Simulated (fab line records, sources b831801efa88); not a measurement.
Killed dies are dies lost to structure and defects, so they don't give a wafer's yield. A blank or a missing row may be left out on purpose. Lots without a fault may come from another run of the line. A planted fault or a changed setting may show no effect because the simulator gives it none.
Which tool did it? | flow gf180mcu | 13 lots, 39 wafers sampled, at 3 steps of a route of 602

WHAT THE GAUGES READ, wafer by wafer
GF_TOP_METAL_CD_MEAS_14: target cd 440 nm. Usual: cd_nm 440.0 nm, standard deviation 2.
lot  | measured     | on        | cd_nm (nm)        | flag
L316 | day 28 04:34 | cd_sem-01 | 438.4 439.8 439.5 |
L317 | day 28 11:43 | cd_sem-02 | 440.9 444.3 441.2 |
L320 | day 29 18:31 | cd_sem-01 | 440.4 438.1 437.0 |
L321 | day 29 23:16 | cd_sem-02 | 442.4 441.8 442.1 |
L322 | day 30 00:00 | cd_sem-02 | 438.8 438.8 437.0 |
L323 | day 30 16:01 | cd_sem-01 | 439.8 439.9 440.2 |
L324 | day 30 17:07 | cd_sem-01 | 439.3 439.6 439.3 |
L325 | day 30 23:31 | cd_sem-02 | 437.9 438.8 437.0 |
L326 | day 31 07:55 | cd_sem-01 | 438.4 438.4 437.3 |
L327 | day 31 16:13 | cd_sem-02 | 437.3 439.8 439.4 |
L331 | day 32 19:23 | cd_sem-02 | 443.3 442.5 445.0 |
L336 | day 34 03:22 | cd_sem-01 | 439.2 441.4 439.0 |
L338 | day 34 06:01 | cd_sem-01 | 439.7 442.2 442.0 |

WHICH TOOL RAN EACH LOT (tool, then ch and the chambers of the sampled wafers, then the start)
lot  | GF_M4_STRIP_18                  | GF_TOP_METAL_SPUTTER_01
L316 | wet_bench-01 ch 0, day 23 12:53 | pvd_sputter-03, day 27 08:58
L317 | wet_bench-01 ch 1, day 23 21:12 | pvd_sputter-02, day 27 15:49
L320 | wet_bench-02 ch 1, day 25 07:52 | pvd_sputter-03, day 28 23:40
L321 | wet_bench-03 ch 0, day 25 14:29 | pvd_sputter-01, day 29 04:19
L322 | wet_bench-03 ch 3, day 25 15:28 | pvd_sputter-02, day 29 05:37
L323 | wet_bench-02 ch 0, day 26 09:05 | pvd_sputter-01, day 29 21:55
L324 | wet_bench-01 ch 0, day 26 10:09 | pvd_sputter-02, day 29 22:31
L325 | wet_bench-01 ch 3, day 26 17:24 | pvd_sputter-01, day 30 06:04
L326 | wet_bench-01 ch 3, day 27 03:20 | pvd_sputter-03, day 30 13:52
L327 | wet_bench-01 ch 3, day 27 12:33 | pvd_sputter-01, day 30 22:48
L331 | wet_bench-03 ch 0, day 28 21:14 | pvd_sputter-01, day 32 03:31
L336 | wet_bench-03 ch 0, day 30 02:42 | pvd_sputter-03, day 33 11:10
L338 | wet_bench-01 ch 2, day 30 13:45 | pvd_sputter-01, day 33 14:41
- GF_M4_STRIP_18: strips in post etch residue remover, time 1200 s.
- GF_TOP_METAL_SPUTTER_01: material TiN, target thk 30 nm, time 25 s.

WHAT THE TOOLS THEMSELVES READ (means of the sampled wafers that have a number; where no wafer has one, the mark that the record gives instead)
GF_M4_STRIP_18. Usual: bath_heat_duty_pct 14.1 %, standard deviation 1.3.
lot  | tool         | bath_heat_duty_pct (%) | flag
L316 | wet_bench-01 | 15.1                   |
L317 | wet_bench-01 | 15.4                   |
L320 | wet_bench-02 | 13.7                   |
L321 | wet_bench-03 | 14.9                   |
L322 | wet_bench-03 | 14.7                   |
L323 | wet_bench-02 | 12.3                   |
L324 | wet_bench-01 | 15.7                   |
L325 | wet_bench-01 | 12.9                   |
L326 | wet_bench-01 | 12.9                   |
L327 | wet_bench-01 | 12.6                   |
L331 | wet_bench-03 | 14.6                   |
L336 | wet_bench-03 | 14.9                   |
L338 | wet_bench-01 | 12.4                   |

GF_TOP_METAL_SPUTTER_01. Usual: cathode_dc_power_W 6500.0 W, standard deviation 1.2; throttle_valve_pct 30.4 %, standard deviation 0.61.
lot  | tool           | cathode_dc_power_W (W) | throttle_valve_pct (%) | flag
L316 | pvd_sputter-03 | 6501.0                 | 30.1                   |
L317 | pvd_sputter-02 | 6499.2                 | 30.6                   |
L320 | pvd_sputter-03 | 6500.2                 | 30.5                   |
L321 | pvd_sputter-01 | 6500.8                 | 30.2                   |
L322 | pvd_sputter-02 | 6501.3                 | 30.4                   |
L323 | pvd_sputter-01 | 6500.3                 | 30.5                   |
L324 | pvd_sputter-02 | 6500.1                 | 30.5                   |
L325 | pvd_sputter-01 | 6499.8                 | 30.5                   |
L326 | pvd_sputter-03 | 6501.5                 | 29.8                   |
L327 | pvd_sputter-01 | 6501.2                 | 30.9                   |
L331 | pvd_sputter-01 | 6499.7                 | 30.5                   |
L336 | pvd_sputter-03 | 6500.2                 | 29.9                   |
L338 | pvd_sputter-01 | 6500.3                 | 30.7                   |

THE ANSWER, worked out from the rows above alone
Rule: a lot is off if the mean of its wafers that have a number lies more than 3 standard deviations from the usual mean. A lot without any number at a reading at which 4 lots or more have one is off too. The other lots that the step has rows for count as sound. The gauges are gone through in route order, then the tools' own readings, and for those a lot's mean is taken as printed above. The first step at which some lot is off is used, and at that step the reading that is off furthest; a lot without a number counts as furthest.
No lot is off at any reading shown: from this, nothing can be told.

WHAT THE SIMULATOR HAD PUT IN
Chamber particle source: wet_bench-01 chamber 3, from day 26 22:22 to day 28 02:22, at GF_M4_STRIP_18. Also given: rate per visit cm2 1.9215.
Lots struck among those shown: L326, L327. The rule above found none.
